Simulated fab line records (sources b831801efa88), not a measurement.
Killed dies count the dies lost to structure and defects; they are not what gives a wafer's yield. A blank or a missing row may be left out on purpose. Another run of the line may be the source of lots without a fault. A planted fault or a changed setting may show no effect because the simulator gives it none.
fab line records | flow sky130
[record] lots = 12 wafers = 36 lastDay = 50
route steps=708 shown FIELD_ISO@16 PWDE@54 VT_ADJUST_NCORE@130 VT_ADJUST_HVTR@141 PAD_OPEN@708
lots untouched by any fault: they come from a run of this same line in which no faults occurred
startH: the number of hours between the record's first day and the start of the first shown wafer of the lot | waitH: hours since the lot's step before | " repeats the value in the row above | L1.1+2: one row covering several wafers at once | - no value, or no start was given | * or withheld: withheld | < > ~ a bound
route shown NAME@n: a module of which the file shows steps, and the number in the route of the first | usual: mean/standard deviation of fault-free wafers | same: alike in all rows | chamber/n: place in a boat | sites: the reading at each site | _std_site: standard deviation across them | _edge_site: the outer-site mean with the inner-site mean subtracted | radiusMm: how far each site lies from the wafer's centre | mask NAME#n: copy n | behind: the last tool/chamber to shape the wafer | hold: why the lot was held/for how many hours/how that ended | device: the n, p or np transistor that did not switch | end of line: the tests these same wafers got at the end of their route | a step given without rows: its recipe and nothing more | killed: dies that structure and defects cost at the first sort, which is not the same as the wafer's yield | map: dies across one wafer; x = killed, . = not, _ = none there
set.NAME: setting as actually run; set.NAME@STEP: the setting as run at that earlier step | model.NAME: the simulator's own value behind a step, which no gauge read
route steps across a sampled set of lots; one table per step, one row per wafer
services: a tool's chamber out of use, with start hour (startH, from the record's first day; less than 0 if before it), hours out, and reason
[[steps]]
[step SKY_FIELD_ISO_ETCH_15]
[recipe] chemistry = CHF3/O2 targetDepthNm = 180 stopOn = Si sourceW = 600 biasW = 200 pressureMtorr = 40 chf3FlowSccm = 50 O2_flow_sccm = 5 timeS = 72
[usual] drypumpMotorCurrentA = 5.7/0.57 oesProductAu = 0.947/0.0069 rfFwdPowerW = 595.4/1.9 throttleValvePct = 8.845/0.0094
// columns lot.wafer tool chamber startH waitH drypumpMotorCurrentA oesProductAu rfFwdPowerW rfHoursCounterH throttleValvePct
L224.2 rieDiel-02 0 29.71 0.0 5.2 0.943 595.9 22 8.852
L224.3 " 2 " " 6.1 0.955 591.0 164 8.852
L224.6 " 3 " " 5.5 0.958 594.6 - 8.851
L225.1 rieDiel-02 0 34.47 0.0 5.2 0.943 592.8 22 8.850
L225.5 " 2 " " 6.0 0.948 598.5 - 8.847
L225.6 " 1 " " 5.2 0.948 595.6 - 8.837
L230.1 rieDiel-04 0 59.12 0.0 5.9 0.938 593.5 79 8.845
L230.3 " 1 " " 6.3 0.947 595.5 165 8.847
L230.6 " 0 " " 5.9 0.946 592.1 - 8.837
L231.3 rieDiel-04 2 64.85 0.0 6.4 0.939 593.1 166 8.847
L231.4 " 3 " " 6.3 0.938 594.5 4 8.831
L231.5 " 0 " " 5.9 0.931 594.4 - 8.837
L236.3 rieDiel-04 0 90.81 0.0 5.9 0.947 597.0 80 8.858
L236.5 " 3 " " 6.3 0.949 597.3 - 8.852
L236.6 " 2 " " 6.4 0.952 593.9 - 8.841
L238.1 rieDiel-01 0 100.57 0.0 5.8 0.945 596.0 64 8.842
L238.2 " 2 " " 5.1 0.953 593.4 115 8.840
L238.3 " 3 " " 4.8 0.954 594.6 43 8.840
L239.1 rieDiel-02 0 106.10 0.0 5.1 0.943 597.5 24 8.831
L239.5 " 3 " " 5.5 0.939 595.4 - 8.835
L239.6 " 0 " " 5.2 0.950 595.8 - 8.824
L241.1 rieDiel-04 1 119.17 0.0 6.3 0.959 593.0 166 8.840
L241.4 " 3 " " 6.3 0.952 595.5 - 8.852
L241.6 " 1 " " 6.3 0.956 591.7 - 8.848
L242.1 rieDiel-02 1 122.27 0.0 5.2 0.942 598.4 150 8.841
L242.3 " 0 " " 5.2 0.945 596.9 24 8.851
L242.6 " 1 " " 5.2 0.948 595.9 - 8.829
L243.1 rieDiel-01 2 128.67 0.0 5.1 0.941 596.3 115 8.842
L243.2 " 1 " " 4.9 0.946 598.0 72 8.849
L243.3 " 0 " " 5.8 0.958 594.8 65 8.855
L244.4 rieDiel-04 3 132.60 0.0 6.3 0.951 598.7 - 8.846
L244.5 " 0 " " 5.9 0.952 594.1 - 8.854
L244.6 " 2 " " 6.4 0.952 595.2 - 8.861
L246.2 rieDiel-04 2 142.87 0.0 6.4 0.943 594.5 1 8.862
L246.4 " 0 " " 5.9 0.947 598.7 - 8.834
L246.5 " 3 " " 6.3 0.939 596.5 - 8.843
[step SKY_PWDE_STRIP_09]
[recipe] chemistry = O2/N2 powerW = 1400 pressureMtorr = 1500 platenTempC = withheld o2FlowSccm = 3000 n2FlowSccm = 300 overashFraction = 0.5
[usual] drypumpMotorCurrentA = 5.6/0.38 oesProductAu = 0.721/0.0043 stripTimeToEndpointS = 36.89/0.091
// columns lot.wafer tool chamber startH waitH drypumpMotorCurrentA oesProductAu rfHoursCounterH stripTimeToEndpointS
L224.2 plasmaAsher-02 1 69.38 0.1 6.2 0.722 39 36.84
L224.3 " 1 " " 6.2 0.715 - 36.72
L224.6 " 0 " " 5.2 0.719 - 36.84
L225.1 plasmaAsher-01 0 72.90 0.1 5.3 0.715 39 36.80
L225.5 " 1 " " 5.5 0.722 - 36.79
L225.6 " 0 " " 5.3 0.723 - 36.68
L230.1 plasmaAsher-01 1 100.17 0.1 5.5 0.712 41 36.93
L230.3 " 1 " " 5.5 0.727 - 36.83
L230.6 " 0 " " 5.3 0.727 - 36.96
L231.3 plasmaAsher-02 1 106.81 0.1 6.2 0.719 - 36.88
L231.4 " 0 " " 5.3 0.719 - 36.89
L231.5 " 0 " " 5.2 0.714 - 36.82
L236.3 plasmaAsher-01 1 137.30 0.1 5.5 0.722 - 36.90
L236.5 " 1 " " 5.5 0.729 - 36.92
L236.6 " 0 " " 5.4 0.719 - 36.94
L238.1 plasmaAsher-01 0 145.50 0.1 5.4 0.718 46 36.82
L238.2 " 1 " " 5.5 0.721 46 36.80
L238.3 " 0 " " 5.3 0.717 - 37.04
L239.1 plasmaAsher-02 1 154.07 0.1 6.2 0.723 3 36.90
L239.5 " 0 " " 5.2 0.715 - 36.87
L239.6 " 1 " " 6.1 0.726 - 36.84
L241.1 plasmaAsher-01 1 164.82 0.1 5.5 0.725 48 36.97
L241.4 " 1 " " 5.5 0.719 - 36.92
L241.6 " 1 " " 5.5 0.725 - 37.03
L242.1 plasmaAsher-04 1 167.78 0.1 6.4 0.718 36 37.01
L242.3 " 0 " " 5.6 0.719 - 36.85
L242.6 " 1 " " 6.3 0.717 - 37.03
L243.1 plasmaAsher-01 0 174.38 0.1 5.3 0.726 49 36.88
L243.2 " 1 " " 5.5 0.720 49 36.99
L243.3 " 1 " " 5.5 0.724 - 37.04
L244.4 plasmaAsher-02 1 182.41 0.1 6.2 0.725 - 36.91
L244.5 " 1 " " 6.1 0.722 - 36.81
L244.6 " 0 " " 5.3 0.720 - 36.89
L246.2 plasmaAsher-04 1 190.80 0.1 6.3 0.713 38 36.83
L246.4 " 1 " " 6.3 0.727 - 36.90
L246.5 " 1 " " 6.3 0.725 - 36.98
[step SKY_VT_ADJUST_NCORE_TW_MEAS_11]
[usual] VT_ADJUST_NCORE_TW = 219.1/1.2
// columns lot.wafer tool chamber startH waitH VT_ADJUST_NCORE_TW
L224.2 filmMetro-03 - 181.08 0.1 219.6
L224.3 " - " " 219.7
L224.6 " - " " 219.5
L225.1 filmMetro-03 - 187.02 0.1 219.7
L225.5 " - " " 218.6
L225.6 " - " " 219.7
L230.1 filmMetro-04 - 221.57 0.1 218.5
L230.3 " - " " 218.1
L230.6 " - " " 218.8
L231.3 filmMetro-01 - 229.07 0.1 219.8
L231.4 " - " " 218.7
L231.5 " - " " 218.4
L236.3 filmMetro-03 - 268.92 0.1 220.3
L236.5 " - " " 221.0
L236.6 " - " " 220.8
L238.1 filmMetro-03 - 276.55 0.1 221.2
L238.2 " - " " 220.1
L238.3 " - " " 219.6
L239.1 filmMetro-01 - 288.04 0.1 220.5
L239.5 " - " " 219.0
L239.6 " - " " 219.9
L241.1 filmMetro-04 - 303.89 0.1 216.4
L241.4 " - " " 217.0
L241.6 " - " " 217.7
L242.1 filmMetro-01 - 304.32 0.1 219.5
L242.3 " - " " 219.2
L242.6 " - " " 219.8
L243.1 filmMetro-01 - 314.74 0.1 220.0
L243.2 " - " " 220.4
L243.3 " - " " 219.7
L244.4 filmMetro-01 - 325.23 0.1 220.0
L244.5 " - " " 218.5
L244.6 " - " " 218.6
L246.2 filmMetro-03 - 336.01 0.1 217.8
L246.4 " - " " 218.8
L246.5 " - " " 218.3
[step SKY_VT_ADJUST_HVTR_STRIP_10]
[recipe] chemistry = O2/N2 powerW = 1400 pressureMtorr = 1500 platenTempC = withheld o2FlowSccm = 3000 n2FlowSccm = 300 overashFraction = 0.5
[usual] drypumpMotorCurrentA = 5.6/0.35 oesProductAu = 0.716/0.0049 stripTimeToEndpointS = 14.16/0.032
// columns lot.wafer tool chamber startH waitH drypumpMotorCurrentA oesProductAu rfHoursCounterH stripTimeToEndpointS
L224.2 plasmaAsher-01 0 201.69 0.1 5.4 0.714 51 14.16
L224.3 " 1 " " 5.5 0.718 - 14.18
L224.6 " 0 " " 5.3 0.718 - 14.20
L225.1 plasmaAsher-01 0 208.14 0.1 5.3 0.718 52 14.18
L225.5 " 1 " " 5.5 0.709 - 14.14
L225.6 " 0 " " 5.3 0.718 - 14.19
L230.1 plasmaAsher-03 0 243.54 0.1 5.7 0.860 55 -
L230.3 " 0 " " 5.7 0.862 - -
L230.6 " 1 " " 5.3 0.851 - -
L231.3 plasmaAsher-04 0 251.43 0.1 5.6 0.709 - 14.15
L231.4 " 1 " " 6.3 0.709 - 14.16
L231.5 " 1 " " 6.3 0.711 - 14.17
L236.3 plasmaAsher-01 1 294.07 0.1 5.5 0.724 - 14.15
L236.5 " 0 " " 5.3 0.713 - 14.19
L236.6 " 1 " " 5.5 0.712 - 14.15
L238.1 plasmaAsher-04 0 302.49 0.1 5.6 0.713 50 14.17
L238.2 " 1 " " 6.3 0.712 50 14.17
L238.3 " 0 " " 5.5 0.717 - 14.14
L239.1 plasmaAsher-04 1 313.75 0.1 6.3 0.718 51 14.16
L239.5 " 1 " " 6.3 0.712 - 14.17
L239.6 " 0 " " 5.6 0.714 - 14.13
L241.1 plasmaAsher-04 0 330.50 0.1 5.6 0.716 53 14.17
L241.4 " 1 " " 6.3 0.708 - 14.19
L241.6 " 0 " " 5.6 0.715 - 14.21
L242.1 plasmaAsher-03 1 330.60 0.1 5.3 0.709 63 14.12
L242.3 " 0 " " 5.7 0.723 - 14.17
L242.6 " 1 " " 5.2 0.719 - 14.18
L243.1 plasmaAsher-01 0 341.95 0.1 5.4 0.712 65 14.15
L243.2 " 1 " " 5.6 0.720 65 14.14
L243.3 " 0 " " 5.4 0.717 - 14.13
L244.4 plasmaAsher-03 1 353.08 0.1 5.2 0.716 - 14.13
L244.5 " 1 " " 5.2 0.719 - 14.18
L244.6 " 0 " " 5.7 0.721 - 14.20
L246.2 plasmaAsher-01 0 362.85 0.1 5.3 0.715 67 14.19
L246.4 " 1 " " 5.5 0.720 - 14.20
L246.5 " 0 " " 5.3 0.723 - 14.20
[step SKY_PAD_OPEN_PROBE_99]
[usual] killed_at_M0_to_M3 = 44/6.3 killed_at_M4_up = 3.1/2 killedAtContacts = 24/4.8 killedAtFrontEnd = 15/4.6 killedAtOther = 0.2/0.51 killedDies = 87/8.4 killedOpen = 48/6.4 killedShort = 39/5.9
[same] grossDies = 492 killedAtBackSide = 0
// columns lot.wafer tool chamber startH waitH killed_at_M0_to_M3 killed_at_M4_up killedAtContacts killedAtFrontEnd killedAtOther killedDies killedOpen killedShort
L239.1 prober-01 - 1158.63 0.1 39 1 23 15 0 78 46 32
L239.5 prober-01 - 1158.83 0.2 44 5 25 17 0 91 59 32
L239.6 prober-01 - 1158.88 0.2 44 5 27 17 0 93 57 36
L241.1 prober-02 - 1177.05 0.1 36 0 27 14 2 79 39 40
L241.4 prober-02 - 1177.20 0.2 43 0 33 11 0 87 50 37
L241.6 prober-02 - 1177.30 0.2 45 3 34 13 0 95 56 39
// killed by level:class
L239.1 VIA1:geometricParticle:open=10 CONTACT:geometricParticle:open=9 FIELD_ISO:geometricParticle:short=7 LI_CONTACT:geometricParticle:open=7 METAL1:geometricParticle:open=5 METAL1:geometricParticle:short=4 METAL2:geometricParticle:short=4 VIA3:geometricParticle:open=4
L239.5 CONTACT:geometricParticle:open=10 VIA1:geometricParticle:open=10 LI_CONTACT:geometricParticle:open=7 VIA2:geometricParticle:open=7 FIELD_ISO:geometricParticle:open=6 CONTACT:geometricParticle:short=5 METAL1:geometricParticle:open=5 VIA3:geometricParticle:short=5
L239.6 VIA1:geometricParticle:open=13 LI_CONTACT:geometricParticle:open=10 CONTACT:geometricParticle:open=8 POLY_GATE:geometricParticle:open=7 VIA2:geometricParticle:open=6 VIA1:geometricParticle:short=5 METAL3:geometricParticle:short=5 VIA3:geometricParticle:open=5
L241.1 CONTACT:geometricParticle:open=10 VIA1:geometricParticle:open=7 CONTACT:geometricParticle:short=6 LI_CONTACT:geometricParticle:open=5 METAL1:geometricParticle:short=5 VIA1:geometricParticle:short=5 METAL2:geometricParticle:short=5 FIELD_ISO:geometricParticle:open=4
L241.4 CONTACT:geometricParticle:open=15 VIA1:geometricParticle:open=9 VIA1:geometricParticle:short=8 LI_CONTACT:geometricParticle:open=7 VIA3:geometricParticle:open=7 VIA2:geometricParticle:open=6 LI_CONTACT:geometricParticle:short=5 POLY_GATE:geometricParticle:short=4
L241.6 VIA1:geometricParticle:open=13 LI_CONTACT:geometricParticle:short=10 LI_CONTACT:geometricParticle:open=10 CONTACT:geometricParticle:open=8 VIA2:geometricParticle:open=8 VIA1:geometricParticle:short=7 FIELD_ISO:geometricParticle:open=5 VIA3:geometricParticle:open=5
[[services]]
// columns tool chamber startH hours kind
rieDiel-01 1 12.01 3.9 repair
rieDiel-02 - 17.80 3.3 repair
rieDiel-04 1 26.36 8.4 repair
rieDiel-02 3 32.11 2.6 repair
rieDiel-01 2 33.72 2.4 repair
plasmaAsher-01 - 58.50 1.2 repair
rieDiel-02 - 77.95 2.8 pm
rieDiel-01 1 92.22 4.2 repair
rieDiel-04 - 95.62 7.6 repair
rieDiel-01 - 97.13 0.8 repair
plasmaAsher-02 - 108.75 9.0 pm
plasmaAsher-04 - 117.56 2.8 pm
plasmaAsher-02 - 135.73 6.5 repair
rieDiel-04 3 143.90 1.6 repair
plasmaAsher-01 - 153.29 2.8 pm
rieDiel-04 - 168.60 2.8 repair
rieDiel-01 3 184.54 9.8 repair
rieDiel-01 0 197.65 5.9 repair
plasmaAsher-03 - 258.69 12.5 repair
plasmaAsher-02 - 303.91 1.5 repair
rieDiel-04 - 318.58 1.4 repair
rieDiel-04 2 339.70 2.9 repair
rieDiel-04 1 345.76 7.5 repair
rieDiel-04 0 360.78 8.8 repair
[[key]]
[firstSign] step = SKY_VT_ADJUST_HVTR_STRIP_10 reading = oesProductAu direction = up sigmas = 29 usual = 0.716 struck = 0.858
effect none on later readings
metAt SKY_VT_ADJUST_HVTR_STRIP_10
struckLots L230
testerLeftOut L230
notActingAt SKY_FIELD_ISO_ETCH_15,SKY_PWDE_STRIP_09,SKY_VT_ADJUST_NCORE_TW_MEAS_11
[fault] kind = stripAborted tool = plasmaAsher-03 chamber = - onsetH = 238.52 steps = SKY_VT_ADJUST_HVTR_STRIP_10 offset = 0.22681 endH = 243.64
// testerLeftOut: of these lots the tester's yield and bins aren't shown, on N5 and GAA mostly nor the transistor test; their killed dies are dies lost to structure and defects alone, not to doping, threshold or leakage, so they don't give the yield
